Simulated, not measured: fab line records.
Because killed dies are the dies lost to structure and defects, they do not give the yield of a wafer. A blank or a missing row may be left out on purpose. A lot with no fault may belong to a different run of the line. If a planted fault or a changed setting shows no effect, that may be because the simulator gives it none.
Which tool did it? + flow gf180mcu + 42 wafers from 14 lots sampled at 3 of the route's 602 steps

## WHAT THE GAUGES SHOWED, per wafer
GF_TOP_METAL_RS_MEAS_05: measurement is done with a four-point probe. Usual: TOP_METAL_ALCU_RS typically reads 0.03287 ohm/sq, with standard deviation 0.00026.
| lot  | measured     | on            | TOP_METAL_ALCU_RS (ohm/sq) | flag |
|------|--------------|---------------|----------------------------|------|
| L449 | day 27 15:41 | film metro-02 | 0.03271 0.0326 0.03284     |      |
| L451 | day 28 05:37 | film metro-04 | 0.03277 0.03272 0.03287    |      |
| L452 | day 28 10:57 | film metro-04 | 0.03288 0.03244 0.03276    |      |
| L458 | day 30 10:43 | film metro-02 | 0.03315 0.03302 0.03312    |      |
| L459 | day 30 16:05 | film metro-03 | 0.03284 0.03295 0.03296    |      |
| L460 | day 31 01:37 | film metro-02 | 0.03304 0.0328 0.03298     |      |
| L461 | day 31 13:03 | film metro-02 | 0.0326 0.03269 0.03268     |      |
| L463 | day 32 00:07 | film metro-02 | 0.03331 0.03303 0.03323    |      |
| L464 | day 32 05:41 | film metro-03 | 0.03301 0.03284 0.03296    |      |
| L465 | day 32 07:38 | film metro-04 | 0.03264 0.0327 0.03276     |      |
| L466 | day 32 16:16 | film metro-02 | 0.03296 0.03284 0.0329     |      |
| L467 | day 32 20:16 | film metro-03 | 0.03238 0.03275 0.03235    |      |
| L469 | day 33 06:16 | film metro-03 | 0.0326 0.03266 0.03254     |      |
| L471 | day 33 14:00 | film metro-02 | 0.03282 0.03269 0.03253    |      |

## WHAT TOOL EACH LOT RAN ON (gives the tool, then ch and the chambers of the sampled wafers, and finally the start)
| lot  | GF_TOP_METAL_SPUTTER_02      | GF_TOP_METAL_SPUTTER_03      |
|------|------------------------------|------------------------------|
| L449 | pvd sputter-02, day 27 15:36 | pvd sputter-02, day 27 15:38 |
| L451 | pvd sputter-04, day 28 05:32 | pvd sputter-04, day 28 05:34 |
| L452 | pvd sputter-01, day 28 10:50 | pvd sputter-01, day 28 10:53 |
| L458 | pvd sputter-04, day 30 10:35 | pvd sputter-04, day 30 10:38 |
| L459 | pvd sputter-02, day 30 15:59 | pvd sputter-02, day 30 16:01 |
| L460 | pvd sputter-02, day 31 01:31 | pvd sputter-02, day 31 01:34 |
| L461 | pvd sputter-01, day 31 12:56 | pvd sputter-01, day 31 12:59 |
| L463 | pvd sputter-04, day 32 00:01 | pvd sputter-04, day 32 00:04 |
| L464 | pvd sputter-01, day 32 05:36 | pvd sputter-01, day 32 05:38 |
| L465 | pvd sputter-02, day 32 07:31 | pvd sputter-02, day 32 07:34 |
| L466 | pvd sputter-01, day 32 16:10 | pvd sputter-01, day 32 16:12 |
| L467 | pvd sputter-01, day 32 20:08 | pvd sputter-01, day 32 20:11 |
| L469 | pvd sputter-04, day 33 06:09 | pvd sputter-04, day 33 06:11 |
| L471 | pvd sputter-02, day 33 13:55 | pvd sputter-02, day 33 13:57 |
- GF_TOP_METAL_SPUTTER_02: material AlCu, target thk 900 nm, time 47.82 s.
- GF_TOP_METAL_SPUTTER_03: material Ti, target thk 5 nm, time 3.449 s.

## WHAT THE TOOLS THEMSELVES READ (means of the sampled wafers that have a number; where no wafer has one, the mark that the record gives instead)
GF_TOP_METAL_SPUTTER_02. Usual: 30.4 % for throttle valve pct, sd 0.98.
| lot  | tool           | throttle valve pct (%) | flag |
|------|----------------|------------------------|------|
| L449 | pvd sputter-02 | 30.0                   |      |
| L451 | pvd sputter-04 | 30.2                   |      |
| L452 | pvd sputter-01 | 31.0                   |      |
| L458 | pvd sputter-04 | 29.4                   |      |
| L459 | pvd sputter-02 | 30.8                   |      |
| L460 | pvd sputter-02 | 30.1                   |      |
| L461 | pvd sputter-01 | 31.3                   |      |
| L463 | pvd sputter-04 | 29.3                   |      |
| L464 | pvd sputter-01 | 31.1                   |      |
| L465 | pvd sputter-02 | 30.1                   |      |
| L466 | pvd sputter-01 | 31.4                   |      |
| L467 | pvd sputter-01 | 30.9                   |      |
| L469 | pvd sputter-04 | 29.5                   |      |
| L471 | pvd sputter-02 | 30.9                   |      |

GF_TOP_METAL_SPUTTER_03. Usual: 30.4 % for throttle valve pct, sd 0.95.
| lot  | tool           | throttle valve pct (%) | flag |
|------|----------------|------------------------|------|
| L449 | pvd sputter-02 | 29.9                   |      |
| L451 | pvd sputter-04 | 30.3                   |      |
| L452 | pvd sputter-01 | 30.9                   |      |
| L458 | pvd sputter-04 | 29.4                   |      |
| L459 | pvd sputter-02 | 30.7                   |      |
| L460 | pvd sputter-02 | 30.3                   |      |
| L461 | pvd sputter-01 | 31.2                   |      |
| L463 | pvd sputter-04 | 29.4                   |      |
| L464 | pvd sputter-01 | 30.9                   |      |
| L465 | pvd sputter-02 | 30.0                   |      |
| L466 | pvd sputter-01 | 31.2                   |      |
| L467 | pvd sputter-01 | 30.8                   |      |
| L469 | pvd sputter-04 | 29.6                   |      |
| L471 | pvd sputter-02 | 30.8                   |      |

## THE ANSWER, worked out from the rows above alone
Rule: a lot counts as off when the mean over its wafers that have a number is more than 3 standard deviations away from the usual mean. A lot without any number at a reading at which 4 lots or more have one is off too. The other lots that the step has rows for count as sound. After the gauges, taken in route order, come the tools' own readings; for these a lot's mean is taken, as printed above. The first step at which some lot is off is used, and at that step the reading that is off furthest; a lot without a number counts as furthest.
No lot is off on any of the readings shown, so nothing can be concluded from this.

## WHAT HAD BEEN PUT IN BY THE SIMULATOR
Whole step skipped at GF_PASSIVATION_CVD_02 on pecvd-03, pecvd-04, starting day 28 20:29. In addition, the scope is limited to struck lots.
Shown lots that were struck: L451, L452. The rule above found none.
